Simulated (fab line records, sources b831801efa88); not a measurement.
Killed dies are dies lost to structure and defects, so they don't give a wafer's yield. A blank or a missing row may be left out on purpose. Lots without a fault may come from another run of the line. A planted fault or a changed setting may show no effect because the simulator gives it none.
Chamber matching | flow sky130 | SKY_CONTACT_CMP_27 on cmp-01: 4 sister chambers
The step polishes, stops on SiO2, t overpolish 15 s, target thk 0 nm. 4 wafers are shown with their chamber, then 8 later ones without.

WAFERS WITH THEIR CHAMBER
wafer  | chamber | motor_current_A (A)
L085.2 | 2       | 12.3
L087.2 | 1       | 12.0
L087.4 | 3       | 11.3
L088.2 | 0       | 13.5

WAFERS WITHOUT THEIR CHAMBER
wafer  | motor_current_A (A)
L088.3 | 11.6
L088.6 | 12.4
L097.1 | 11.8
L097.4 | 11.3
L097.5 | 14.3
L096.1 | 14.1
L096.2 | 11.7
L096.6 | 12.4

WHICH CHAMBER EACH WENT THROUGH
wafer  | from the rows above          | in truth
L088.3 | can't be placed: 3 or 1 or 2 | 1
L088.6 | can't be placed: 2 or 1      | 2
L097.1 | can't be placed: 1 or 2 or 3 | 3
L097.4 | can't be placed: 3 or 1      | 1
L097.5 | 0                            | 0
L096.1 | 0                            | 0
L096.2 | can't be placed: 1 or 3 or 2 | 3
L096.6 | can't be placed: 2 or 1      | 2
Placed correctly: 2 of 8. Can't be placed from these rows: 6 (the true chamber is among the candidates in 6). Placed wrongly: 0.
How it was worked out, from the rows above alone: a wafer's distance from a chamber is the root of the sum, over the readings, of the square of ((its reading less the chamber's mean) divided by the reading's scatter). The wafer belongs to the nearest chamber; if the next one is less than 2 further off, it can't be placed. A chamber's mean is the mean of its shown wafers. The scatter: with one shown wafer a chamber, the root of the mean of the squares of how far each hidden wafer lies from its nearest shown one.
